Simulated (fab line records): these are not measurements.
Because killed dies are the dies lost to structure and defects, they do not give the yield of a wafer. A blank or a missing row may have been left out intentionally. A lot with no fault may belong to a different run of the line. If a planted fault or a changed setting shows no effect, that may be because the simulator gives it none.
Which tool did it? | flow sky130 | 42 wafers from 14 lots sampled at 3 of the route's 708 steps

WHAT THE GAUGES SHOWED, per wafer
SKY_VIA4_THK_MEAS_01.
lot  | measured     | on            | VIA4_HDPCVD_THK (nm)
L201 | day 41 21:45 | film-metro-03 | 1756 1751 1758
L202 | day 41 22:54 | film-metro-02 | 1759 1765 1770
L203 | day 42 11:47 | film-metro-03 | 1779 1747 1764
L207 | day 43 13:19 | film-metro-02 | 1754 1782 1745
L206 | day 43 16:20 | film-metro-03 | 1752 1744 1735
L208 | day 44 09:51 | film-metro-03 | 1744 1756 1745
L212 | day 45 03:40 | film-metro-03 | 1738 1749 1782
L213 | day 45 11:55 | film-metro-02 | 1739 1761 1740
L214 | day 45 16:59 | film-metro-03 | 1743 1752 1762
L215 | day 45 17:02 | film-metro-02 | 1724 1735 1724
L221 | day 47 01:23 | film-metro-01 | 1772 1790 1782
L222 | day 47 06:06 | film-metro-01 | 1758 1753 1773
L223 | day 47 10:55 | film-metro-01 | 1755 1751 1743
L224 | day 47 21:15 | film-metro-03 | 1743 1770 1750

SKY_PASSIVATION_THK_MEAS_01.
lot  | measured     | on            | PASSIVATION_CVD_00_THK (nm)
L201 | day 43 22:08 | film-metro-04 | 89.3 88.2 90.0
L202 | day 43 22:23 | film-metro-04 | 91.3 89.8 89.4
L203 | day 44 11:14 | film-metro-04 | 89.3 90.9 90.7
L207 | day 45 12:05 | film-metro-04 | 87.8 90.1 89.7
L206 | day 45 14:57 | film-metro-01 | 88.9 91.0 90.0
L208 | day 46 07:28 | film-metro-01 | 89.6 90.4 89.0
L212 | day 47 00:26 | film-metro-01 | 88.9 89.2 89.5
L213 | day 47 06:50 | film-metro-01 | 90.1 91.2 90.0
L214 | day 47 11:47 | film-metro-01 | 90.1 90.8 91.6
L215 | day 47 12:51 | film-metro-04 | 88.6 87.9 89.3
L221 | day 48 18:47 | film-metro-02 | 90.3 89.5 92.1
L222 | day 48 22:05 | film-metro-01 | 90.7 91.3 91.1
L223 | day 49 03:52 | film-metro-01 | 88.4 90.5 90.3
L224 | day 49 12:53 | film-metro-01 | 88.5 87.7 89.4

WHAT TOOL EACH LOT RAN ON (gives the tool, then ch and the chambers of the sampled wafers, and finally the start)
lot  | SKY_METAL5_SPUTTER_02
L201 | pvd-sputter-02, day 42 22:37
L202 | pvd-sputter-04, day 42 22:55
L203 | pvd-sputter-03, day 43 12:01
L207 | pvd-sputter-02, day 44 13:16
L206 | pvd-sputter-04, day 44 16:42
L208 | pvd-sputter-04, day 45 09:30
L212 | pvd-sputter-04, day 46 02:40
L213 | pvd-sputter-04, day 46 09:50
L214 | pvd-sputter-04, day 46 15:08
L215 | pvd-sputter-04, day 46 15:40
L221 | pvd-sputter-04, day 47 22:31
L222 | pvd-sputter-03, day 48 03:05
L223 | pvd-sputter-02, day 48 08:28
L224 | pvd-sputter-02, day 48 18:21
- SKY_METAL5_SPUTTER_02: material AlCu, target thk 1150 nm, time 61.2 s.

AS READ BY THE TOOLS THEMSELVES (means over the sampled wafers that have a number; for cases with no such wafer, the mark the record gives instead)
SKY_METAL5_SPUTTER_02.
lot  | tool           | chamber-pressure-pa (Pa) | throttle-valve-pct (%)
L201 | pvd-sputter-02 | 0.3996                   | 30.2
L202 | pvd-sputter-04 | 0.3994                   | 29.8
L203 | pvd-sputter-03 | 0.3995                   | 30.6
L207 | pvd-sputter-02 | 0.4006                   | 29.8
L206 | pvd-sputter-04 | 0.3994                   | 30.0
L208 | pvd-sputter-04 | 0.3998                   | 29.9
L212 | pvd-sputter-04 | 0.4004                   | 29.7
L213 | pvd-sputter-04 | 0.4002                   | 30.0
L214 | pvd-sputter-04 | 0.4001                   | 30.0
L215 | pvd-sputter-04 | 0.4002                   | 30.0
L221 | pvd-sputter-04 | 0.4010                   | 30.1
L222 | pvd-sputter-03 | 0.3999                   | 30.7
L223 | pvd-sputter-02 | 0.3998                   | 29.8
L224 | pvd-sputter-02 | 0.4004                   | 30.1

THE ANSWER, worked out from the rows above alone
Rule: usual is defined by the lots themselves. Put in order of their means at a reading, lots are off if they are a third of the lots or fewer, leave a main group of 4 or more, and stand apart from it by a gap of 3 or more times the standard deviation of the main group's means; of several such gaps the widest counts. A main group is skipped when, at the precision printed for the reading in the tables above, its means are all equal. A lot without any number at a reading at which 4 lots or more have one is off too. The other lots that the step has rows for count as sound. First the gauges in route order, then the tools' own readings, where a lot's mean is used as printed above. The first step at which some lot is off is used, and at that step the reading that is off furthest; a lot without a number counts as furthest.
No lot is off on any of the readings shown, so nothing can be concluded from this.

WHAT THE SIMULATOR PUT IN
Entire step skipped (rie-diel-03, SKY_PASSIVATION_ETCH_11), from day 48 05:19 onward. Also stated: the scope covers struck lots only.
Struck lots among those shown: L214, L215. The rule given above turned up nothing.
